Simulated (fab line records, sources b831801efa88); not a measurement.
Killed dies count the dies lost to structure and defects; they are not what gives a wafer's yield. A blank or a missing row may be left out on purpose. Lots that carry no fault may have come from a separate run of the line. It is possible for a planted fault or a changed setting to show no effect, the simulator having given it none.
A sampling plan put to the test ; flow gf180mcu ; each of the 60 faults these records tell of, on one fab line, judged from the records of the lots it struck
Plan = the line's own looks (route steps where a gauge or an inspection reads the wafer without altering it). Where struck wafers have a number at a look and the file lists that look's usual mean and standard deviation on fault-free wafers, the look can be judged. Caught: 4 or more of those standard deviations (sigma) separate the usual mean from the mean of the struck wafers at a look after the fault's first step. On the tool: the identical test, applied to the tool's own readings at the steps of the fault. Another recipe on the struck wafers, or a record that is blank for them alone, also counts as caught.

== THE FAULTS, as the simulator had put them in ==
1. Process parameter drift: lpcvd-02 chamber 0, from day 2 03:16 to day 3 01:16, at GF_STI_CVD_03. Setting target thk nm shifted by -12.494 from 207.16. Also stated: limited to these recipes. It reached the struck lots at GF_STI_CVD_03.
2. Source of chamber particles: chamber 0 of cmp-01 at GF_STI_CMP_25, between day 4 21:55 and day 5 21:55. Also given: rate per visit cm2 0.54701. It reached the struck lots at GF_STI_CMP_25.
3. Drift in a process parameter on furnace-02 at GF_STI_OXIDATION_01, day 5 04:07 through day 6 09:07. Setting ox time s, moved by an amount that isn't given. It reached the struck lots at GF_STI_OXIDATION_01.
4. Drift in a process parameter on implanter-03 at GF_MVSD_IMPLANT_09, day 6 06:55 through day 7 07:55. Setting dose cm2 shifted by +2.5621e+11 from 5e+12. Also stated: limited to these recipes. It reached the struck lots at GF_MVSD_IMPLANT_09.
5. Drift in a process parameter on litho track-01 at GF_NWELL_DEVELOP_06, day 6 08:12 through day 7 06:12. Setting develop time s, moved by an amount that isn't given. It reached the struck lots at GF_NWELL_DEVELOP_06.
6. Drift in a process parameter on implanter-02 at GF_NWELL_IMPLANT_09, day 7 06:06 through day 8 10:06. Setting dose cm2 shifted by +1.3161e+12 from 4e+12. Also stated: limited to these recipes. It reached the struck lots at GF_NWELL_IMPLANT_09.
7. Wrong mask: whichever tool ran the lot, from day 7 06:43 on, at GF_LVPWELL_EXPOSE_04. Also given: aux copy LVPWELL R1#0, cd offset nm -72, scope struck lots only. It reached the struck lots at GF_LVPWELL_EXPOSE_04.
8. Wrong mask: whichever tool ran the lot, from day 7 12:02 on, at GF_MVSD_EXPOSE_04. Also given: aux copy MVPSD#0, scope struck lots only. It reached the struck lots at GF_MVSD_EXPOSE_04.
9. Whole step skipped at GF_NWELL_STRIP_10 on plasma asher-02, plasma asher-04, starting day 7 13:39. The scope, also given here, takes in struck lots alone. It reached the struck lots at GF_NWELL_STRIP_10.
10. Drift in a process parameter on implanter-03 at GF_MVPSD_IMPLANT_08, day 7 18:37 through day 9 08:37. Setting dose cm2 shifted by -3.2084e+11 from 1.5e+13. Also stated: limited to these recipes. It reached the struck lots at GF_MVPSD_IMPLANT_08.
11. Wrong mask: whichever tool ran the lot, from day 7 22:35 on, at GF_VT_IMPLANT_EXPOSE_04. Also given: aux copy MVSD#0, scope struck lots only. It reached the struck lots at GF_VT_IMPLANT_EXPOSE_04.
12. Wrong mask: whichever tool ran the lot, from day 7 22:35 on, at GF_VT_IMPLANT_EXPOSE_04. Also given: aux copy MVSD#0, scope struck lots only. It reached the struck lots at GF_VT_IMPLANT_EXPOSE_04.
13. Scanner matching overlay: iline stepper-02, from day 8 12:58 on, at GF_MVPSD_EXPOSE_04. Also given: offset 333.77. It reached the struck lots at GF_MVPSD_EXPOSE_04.
14. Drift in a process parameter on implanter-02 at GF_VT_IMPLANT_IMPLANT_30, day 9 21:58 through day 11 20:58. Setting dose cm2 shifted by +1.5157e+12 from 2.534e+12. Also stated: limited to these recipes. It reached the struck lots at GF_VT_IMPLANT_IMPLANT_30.
15. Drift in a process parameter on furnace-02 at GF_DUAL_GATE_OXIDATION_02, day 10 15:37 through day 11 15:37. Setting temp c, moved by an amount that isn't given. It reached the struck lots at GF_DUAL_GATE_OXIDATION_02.
16. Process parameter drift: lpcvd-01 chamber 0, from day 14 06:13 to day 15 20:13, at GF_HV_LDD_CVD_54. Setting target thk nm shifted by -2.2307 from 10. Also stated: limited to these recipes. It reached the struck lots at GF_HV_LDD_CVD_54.
17. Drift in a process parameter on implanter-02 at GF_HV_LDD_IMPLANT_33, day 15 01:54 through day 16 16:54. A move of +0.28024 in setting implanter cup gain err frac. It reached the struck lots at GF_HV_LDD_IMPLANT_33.
18. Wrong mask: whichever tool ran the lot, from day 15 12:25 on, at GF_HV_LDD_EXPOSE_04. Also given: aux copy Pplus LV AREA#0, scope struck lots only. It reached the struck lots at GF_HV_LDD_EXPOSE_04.
19. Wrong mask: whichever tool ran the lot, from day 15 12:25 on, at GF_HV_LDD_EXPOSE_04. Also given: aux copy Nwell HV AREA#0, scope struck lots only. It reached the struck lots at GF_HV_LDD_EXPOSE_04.
20. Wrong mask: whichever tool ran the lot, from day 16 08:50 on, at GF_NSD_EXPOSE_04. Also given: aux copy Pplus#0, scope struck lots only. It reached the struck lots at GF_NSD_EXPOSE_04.
21. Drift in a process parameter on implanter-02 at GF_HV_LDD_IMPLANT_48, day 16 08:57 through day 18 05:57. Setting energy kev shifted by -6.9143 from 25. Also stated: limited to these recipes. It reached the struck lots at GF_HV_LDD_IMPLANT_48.
22. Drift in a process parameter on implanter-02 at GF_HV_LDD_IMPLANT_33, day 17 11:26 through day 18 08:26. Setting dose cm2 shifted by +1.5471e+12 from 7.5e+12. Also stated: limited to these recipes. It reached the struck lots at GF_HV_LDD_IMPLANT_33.
23. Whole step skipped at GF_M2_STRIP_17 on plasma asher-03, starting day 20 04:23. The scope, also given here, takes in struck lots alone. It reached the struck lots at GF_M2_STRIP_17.
24. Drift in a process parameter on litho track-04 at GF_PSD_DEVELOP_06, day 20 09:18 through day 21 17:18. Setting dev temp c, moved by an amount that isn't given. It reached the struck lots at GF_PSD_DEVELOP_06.
25. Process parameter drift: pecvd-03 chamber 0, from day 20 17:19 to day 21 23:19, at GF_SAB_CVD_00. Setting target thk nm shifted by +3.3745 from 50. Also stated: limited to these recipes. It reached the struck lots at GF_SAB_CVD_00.
26. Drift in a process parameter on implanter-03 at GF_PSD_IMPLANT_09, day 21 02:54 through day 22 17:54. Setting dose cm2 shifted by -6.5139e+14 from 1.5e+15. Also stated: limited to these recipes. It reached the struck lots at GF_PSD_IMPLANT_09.
27. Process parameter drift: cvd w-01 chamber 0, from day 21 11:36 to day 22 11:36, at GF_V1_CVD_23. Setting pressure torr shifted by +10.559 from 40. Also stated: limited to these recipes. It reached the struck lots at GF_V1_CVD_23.
28. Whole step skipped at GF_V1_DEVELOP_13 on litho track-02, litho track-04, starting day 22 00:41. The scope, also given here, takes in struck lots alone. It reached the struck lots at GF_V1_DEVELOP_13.
29. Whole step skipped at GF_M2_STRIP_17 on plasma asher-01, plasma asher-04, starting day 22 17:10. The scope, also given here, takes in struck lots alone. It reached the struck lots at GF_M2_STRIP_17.
30. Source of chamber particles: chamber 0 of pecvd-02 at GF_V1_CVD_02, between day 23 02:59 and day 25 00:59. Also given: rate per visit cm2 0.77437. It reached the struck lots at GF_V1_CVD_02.
31. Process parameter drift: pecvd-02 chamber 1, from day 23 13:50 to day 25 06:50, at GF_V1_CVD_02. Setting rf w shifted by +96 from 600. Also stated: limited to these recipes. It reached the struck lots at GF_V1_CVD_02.
32. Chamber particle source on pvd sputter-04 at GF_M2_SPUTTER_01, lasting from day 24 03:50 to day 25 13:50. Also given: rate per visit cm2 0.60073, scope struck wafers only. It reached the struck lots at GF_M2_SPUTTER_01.
33. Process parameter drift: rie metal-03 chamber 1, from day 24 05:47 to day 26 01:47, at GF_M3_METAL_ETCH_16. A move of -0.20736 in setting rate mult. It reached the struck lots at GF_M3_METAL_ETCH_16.
34. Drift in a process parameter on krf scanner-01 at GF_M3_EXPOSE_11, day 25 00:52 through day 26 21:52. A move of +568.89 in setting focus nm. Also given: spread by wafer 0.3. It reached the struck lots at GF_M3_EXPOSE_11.
35. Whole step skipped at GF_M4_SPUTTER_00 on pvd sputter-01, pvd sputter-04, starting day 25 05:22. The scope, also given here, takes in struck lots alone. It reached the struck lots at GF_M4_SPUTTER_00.
36. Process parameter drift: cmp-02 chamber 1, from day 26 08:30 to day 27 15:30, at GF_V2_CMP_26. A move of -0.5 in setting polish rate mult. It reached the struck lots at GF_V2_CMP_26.
37. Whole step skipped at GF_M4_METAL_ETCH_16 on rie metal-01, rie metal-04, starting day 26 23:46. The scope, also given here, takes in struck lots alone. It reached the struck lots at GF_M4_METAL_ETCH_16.
38. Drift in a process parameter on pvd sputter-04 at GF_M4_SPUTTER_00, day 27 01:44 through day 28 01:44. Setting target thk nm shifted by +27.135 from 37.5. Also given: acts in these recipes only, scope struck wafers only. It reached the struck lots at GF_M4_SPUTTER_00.
39. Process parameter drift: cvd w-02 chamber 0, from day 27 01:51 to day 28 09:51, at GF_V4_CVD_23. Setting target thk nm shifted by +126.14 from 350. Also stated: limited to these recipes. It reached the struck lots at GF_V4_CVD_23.
40. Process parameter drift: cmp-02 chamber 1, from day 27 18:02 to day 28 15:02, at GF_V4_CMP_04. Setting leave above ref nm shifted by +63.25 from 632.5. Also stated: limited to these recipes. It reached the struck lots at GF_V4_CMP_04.
41. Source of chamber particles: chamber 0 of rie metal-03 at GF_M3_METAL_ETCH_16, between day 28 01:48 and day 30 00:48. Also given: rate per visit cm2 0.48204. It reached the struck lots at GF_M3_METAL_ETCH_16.
42. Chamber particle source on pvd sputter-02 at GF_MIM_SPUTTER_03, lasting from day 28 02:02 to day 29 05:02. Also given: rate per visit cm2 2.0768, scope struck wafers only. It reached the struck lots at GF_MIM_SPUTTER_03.
43. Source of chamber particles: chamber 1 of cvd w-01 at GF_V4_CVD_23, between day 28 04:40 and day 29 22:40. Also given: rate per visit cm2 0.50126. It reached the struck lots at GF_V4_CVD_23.
44. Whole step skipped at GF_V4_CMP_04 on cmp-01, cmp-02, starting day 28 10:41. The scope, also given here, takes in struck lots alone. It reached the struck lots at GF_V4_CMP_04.
45. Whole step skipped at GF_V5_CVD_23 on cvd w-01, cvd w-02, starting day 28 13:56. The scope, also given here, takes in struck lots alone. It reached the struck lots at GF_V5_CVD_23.
46. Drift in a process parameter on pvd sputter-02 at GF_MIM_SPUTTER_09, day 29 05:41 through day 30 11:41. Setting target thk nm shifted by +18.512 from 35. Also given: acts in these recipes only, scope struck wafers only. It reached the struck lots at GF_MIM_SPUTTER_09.
47. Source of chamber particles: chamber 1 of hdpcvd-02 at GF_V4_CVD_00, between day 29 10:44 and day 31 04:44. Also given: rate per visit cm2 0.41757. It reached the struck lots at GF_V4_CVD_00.
48. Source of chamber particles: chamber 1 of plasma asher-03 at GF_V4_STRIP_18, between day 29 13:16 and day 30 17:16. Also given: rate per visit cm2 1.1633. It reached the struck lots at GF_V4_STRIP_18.
49. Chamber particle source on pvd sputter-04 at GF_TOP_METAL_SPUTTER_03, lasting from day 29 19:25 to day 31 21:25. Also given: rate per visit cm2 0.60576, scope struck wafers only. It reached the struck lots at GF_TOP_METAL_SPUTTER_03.
50. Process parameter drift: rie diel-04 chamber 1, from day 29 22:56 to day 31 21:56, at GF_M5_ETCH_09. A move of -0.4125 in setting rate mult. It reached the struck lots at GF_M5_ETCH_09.
51. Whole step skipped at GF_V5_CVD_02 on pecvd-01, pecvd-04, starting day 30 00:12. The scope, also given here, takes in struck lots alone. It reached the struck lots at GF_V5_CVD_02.
52. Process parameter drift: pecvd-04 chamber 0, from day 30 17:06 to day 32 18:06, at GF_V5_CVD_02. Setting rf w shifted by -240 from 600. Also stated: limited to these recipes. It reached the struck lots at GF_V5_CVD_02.
53. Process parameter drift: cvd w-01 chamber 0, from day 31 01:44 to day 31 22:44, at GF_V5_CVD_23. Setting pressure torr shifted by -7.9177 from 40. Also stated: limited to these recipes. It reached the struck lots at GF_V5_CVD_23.
54. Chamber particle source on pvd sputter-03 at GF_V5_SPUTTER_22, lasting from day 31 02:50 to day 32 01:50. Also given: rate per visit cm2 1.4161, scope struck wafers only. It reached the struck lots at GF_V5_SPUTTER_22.
55. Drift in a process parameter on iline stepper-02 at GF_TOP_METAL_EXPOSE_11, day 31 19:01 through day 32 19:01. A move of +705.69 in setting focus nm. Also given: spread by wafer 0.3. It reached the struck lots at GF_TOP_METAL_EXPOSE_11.
56. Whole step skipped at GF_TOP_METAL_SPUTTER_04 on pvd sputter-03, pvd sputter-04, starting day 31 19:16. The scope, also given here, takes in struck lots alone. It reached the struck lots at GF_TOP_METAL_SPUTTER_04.
57. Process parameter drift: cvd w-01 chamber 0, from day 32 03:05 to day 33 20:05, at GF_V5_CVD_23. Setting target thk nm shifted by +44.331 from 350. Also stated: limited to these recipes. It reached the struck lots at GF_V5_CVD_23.
58. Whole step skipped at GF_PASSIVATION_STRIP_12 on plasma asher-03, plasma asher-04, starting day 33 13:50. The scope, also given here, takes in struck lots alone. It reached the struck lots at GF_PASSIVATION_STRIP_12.
59. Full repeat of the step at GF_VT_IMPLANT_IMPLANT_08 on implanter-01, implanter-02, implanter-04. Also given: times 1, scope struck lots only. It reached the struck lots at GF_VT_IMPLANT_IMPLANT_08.
60. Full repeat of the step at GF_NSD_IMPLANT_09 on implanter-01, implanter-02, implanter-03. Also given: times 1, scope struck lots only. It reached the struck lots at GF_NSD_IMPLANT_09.

== WHAT THE PLAN SAW ==
fault;on the tool itself;first look that catches it;reading, sigma;median hours from its first step to that look;hours from the fault's start to the first struck lot there;judged looks passed uncaught
1;under 2 sigma;GF_STI_THK_MEAS_04;STI_CVD_03_THK -5.6;2.0;18;0
2;under 2 sigma;no look after it can be judged;-;-;-;0
3;no reading that can be judged;GF_STI_THK_MEAS_02;STI_OXIDATION_THK +18;1.4;6;0
4;dose ions cm2 +43 sigma;none of the 2 looks that can be judged after it;strongest: MVSD_RS at GF_VT_IMPLANT_RS_MEAS_46, -3.7;-;-;2
5;no reading that can be judged;GF_NWELL_TW_MEAS_11;NWELL_TW -99 or beyond;1.0;6;0
6;dose ions cm2 +99 or beyond sigma;GF_VT_IMPLANT_RS_MEAS_47;NWELL_RS -16;128.2;128;0
7;under 2 sigma;no look after it can be judged;-;-;-;0
8;under 2 sigma;GF_MVSD_TW_MEAS_11;MVSD_TW -99 or beyond;8.2;11;0
9;the tool's record is blank for the struck wafers;GF_LVPWELL_TW_MEAS_11;LVPWELL_TW -99 or beyond;17.2;19;0
10;dose ions cm2 -15 sigma;GF_VT_IMPLANT_RS_MEAS_49;MVPSD_RS +5.0;69.5;72;0
11;under 2 sigma;GF_VT_IMPLANT_TW_MEAS_10;VT_IMPLANT_TW -99 or beyond;8.5;11;0
12;under 2 sigma;GF_VT_IMPLANT_TW_MEAS_10;VT_IMPLANT_TW -99 or beyond;8.5;11;0
13;no reading that can be judged;GF_MVPSD_OVL_MEAS_07;MVPSD_OVL +99 or beyond;8.4;14;0
14;dose ions cm2 +99 or beyond sigma;GF_VT_IMPLANT_TW_MEAS_32;VT_IMPLANT_3_TW +24;0.2;8;0
15;tube center temp C -99 or beyond sigma;GF_DUAL_GATE_THK_MEAS_03;DUAL_GATE_OXIDATION_00_THK -5.1;1.5;5;0
16;under 2 sigma;GF_HV_LDD_THK_MEAS_55;HV_LDD_CVD_54_THK -19;1.0;12;0
17;faraday current uA +15 sigma;GF_HV_LDD_RS_MEAS_53;HV_LDD_RS +5.0;23.2;28;1
18;under 2 sigma;GF_HV_LDD_TW_MEAS_11;HV_LDD_TW -99 or beyond;11.9;18;0
19;no reading that can be judged;GF_HV_LDD_TW_MEAS_11;HV_LDD_TW -99 or beyond;11.9;18;0
20;under 2 sigma;GF_NSD_TW_MEAS_12;NSD_TW -99 or beyond;11.5;14;0
21;beam energy keV -99 or beyond sigma;GF_HV_LDD_TW_MEAS_50;HV_LDD_4_TW -13;0.2;18;0
22;dose ions cm2 +99 or beyond sigma;none of the 2 looks that can be judged after it;strongest: HV_LDD_RS at GF_HV_LDD_RS_MEAS_53, -3.9;-;-;2
23;no reading that can be judged;no look after it can be judged;-;-;-;0
24;developer temp C +23 sigma;not the one look that can be judged after it;strongest: cd nm at GF_PSD_CD_MEAS_07, -2.1;-;-;1
25;under 2 sigma;not the one look that can be judged after it;strongest: SAB_CVD_00_THK at GF_SAB_THK_MEAS_01, +3.1;-;-;1
26;dose ions cm2 -99 or beyond sigma;GF_PSD_TW_MEAS_11;PSD_TW -26;0.2;7;0
27;chamber pressure Torr +99 or beyond sigma;GF_V1_RS_MEAS_24;V1_W_RS -7.9;0.1;14;0
28;no reading that can be judged;no look after it can be judged;-;-;-;0
29;no reading that can be judged;no look after it can be judged;-;-;-;0
30;under 2 sigma;not the one look that can be judged after it;-;-;-;1
31;rf fwd power W +39 sigma;none of the 2 looks that can be judged after it;strongest: V1_CVD_02_THK at GF_V1_THK_MEAS_03, +3.3;-;-;2
32;under 2 sigma;not the one look that can be judged after it;-;-;-;1
33;oes product au -19 sigma;no look after it can be judged;-;-;-;0
34;exposure dose mJ cm2 -88 sigma;GF_M3_CD_MEAS_14;cd nm -39;10.6;32;0
35;the tool's record is blank for the struck wafers;no look after it can be judged;-;-;-;0
36;overpolish run s -99 or beyond sigma;no look after it can be judged;-;-;-;0
37;the tool's record is blank for the struck wafers;no look after it can be judged;-;-;-;0
38;under 2 sigma;no look after it can be judged;-;-;-;0
39;under 2 sigma;GF_V4_RS_MEAS_24;V4_W_RS -22;0.1;4;0
40;only faintly: time to endpoint s -3.8 sigma;no look after it can be judged;-;-;-;0
41;under 2 sigma;no look after it can be judged;-;-;-;0
42;under 2 sigma;not the one look that can be judged after it;-;-;-;1
43;under 2 sigma;not the one look that can be judged after it;-;-;-;1
44;the tool's record is blank for the struck wafers;no look after it can be judged;-;-;-;0
45;the tool's record is blank for the struck wafers;GF_V5_RS_MEAS_24;V5_W_RS +99 or beyond;0.1;6;0
46;under 2 sigma;not the one look that can be judged after it;strongest: MIM_ALCU_THK at GF_MIM_THK_MEAS_11, -3.0;-;-;1
47;no reading that can be judged;none of the 7 looks that can be judged after it;-;-;-;7
48;under 2 sigma;none of the 2 looks that can be judged after it;-;-;-;2
49;under 2 sigma;no look after it can be judged;-;-;-;0
50;oes product au -26 sigma;no look after it can be judged;-;-;-;0
51;the tool's record is blank for the struck wafers;not the one look that can be judged after it;strongest: V5_BOW at GF_V5_BOW_MEAS_05, -2.8;-;-;1
52;rf fwd power W -99 or beyond sigma;GF_V5_THK_MEAS_03;V5_CVD_02_THK -9.7;0.1;10;0
53;chamber pressure Torr -99 or beyond sigma;GF_V5_RS_MEAS_24;V5_W_RS +7.7;0.1;2;0
54;under 2 sigma;no look after it can be judged;-;-;-;0
55;under 2 sigma;GF_TOP_METAL_CD_MEAS_14;cd nm -33;8.3;15;0
56;the tool's record is blank for the struck wafers;not the one look that can be judged after it;strongest: TOP_METAL_ALCU_THK at GF_TOP_METAL_THK_MEAS_06, +3.6;-;-;1
57;under 2 sigma;GF_V5_RS_MEAS_24;V5_W_RS -8.3;0.1;5;0
58;the tool's record is blank for the struck wafers;no look after it can be judged;-;-;-;0
59;under 2 sigma;GF_VT_IMPLANT_TW_MEAS_10;VT_IMPLANT_TW +54;0.5;-;0
60;no reading that can be judged;GF_PSD_RS_MEAS_14;NSD_RS -18;24.7;-;1
A dash: the fault is not caught, or the number is missing from these records.

Caught at a look: 29 of 60. Caught on the tool: 26 of 60. By one or the other: 42 of 60.
Faults caught by the tool alone: 4, 22, 24, 31, 33, 35, 36, 37, 44, 50, 51, 56, 58.
Caught at a look alone: faults 1, 3, 5, 8, 11, 12, 13, 16, 18, 19, 20, 39, 55, 57, 59, 60.
Caught by neither: faults 2, 7, 23, 25, 28, 29, 30, 32, 38, 40, 41, 42, 43, 46, 47, 48, 49, 54.

== THINNER SAMPLING ==
If the look that catches a fault measured only every second or every third lot, by lot number, the first struck lot would be measured this late in the worst case:
fault;struck lots at that look, in order of time;every lot;every second lot;every third lot
1;L934;18 h;may miss it;may miss it
3;L159, L160;6 h;11 h;may miss all 2
5;L961, L962;6 h;12 h;may miss all 2
6;L237, L238;128 h;143 h;may miss all 2
8;L306;11 h;may miss it;may miss it
9;L713, L714;19 h;25 h;may miss all 2
10;L268, L269;72 h;77 h;may miss all 2
11;L782;11 h;may miss it;may miss it
12;L593;11 h;may miss it;may miss it
13;L385, L387;14 h;may miss all 2;may miss all 2
14;L641, L646;8 h;41 h;may miss all 2
15;L223, L224;5 h;5 h;may miss all 2
16;L374, L377;12 h;35 h;may miss all 2
17;L290, L291;28 h;31 h;may miss all 2
18;L589;18 h;may miss it;may miss it
19;L163;18 h;may miss it;may miss it
20;L875;14 h;may miss it;may miss it
21;L363, L365;18 h;may miss all 2;may miss all 2
26;L227, L229;7 h;may miss all 2;may miss all 2
27;L866, L868;14 h;may miss all 2;may miss all 2
34;L948;32 h;may miss it;may miss it
39;L981, L982, L984;4 h;22 h;may miss all 3
45;L279, L280, L281;6 h;13 h;22 h
52;L780, L782;10 h;may miss all 2;may miss all 2
53;L976, L978;2 h;may miss all 2;may miss all 2
55;L935, L936;15 h;20 h;may miss all 2
57;L666, L668;5 h;may miss all 2;may miss all 2
Hours are from the fault's start to the first struck lot that is measured. The limit of 4 sigma was tested on all struck wafers together, so one lot alone may lie under it. Other struck lots may not be in these records.

== THE LONGEST TIMED WAY FROM STEP TO LOOK ==
For fault 6, GF_NWELL_IMPLANT_09 and GF_VT_IMPLANT_RS_MEAS_47 are separated by a median of 128.2 hours. No look between them can be judged.
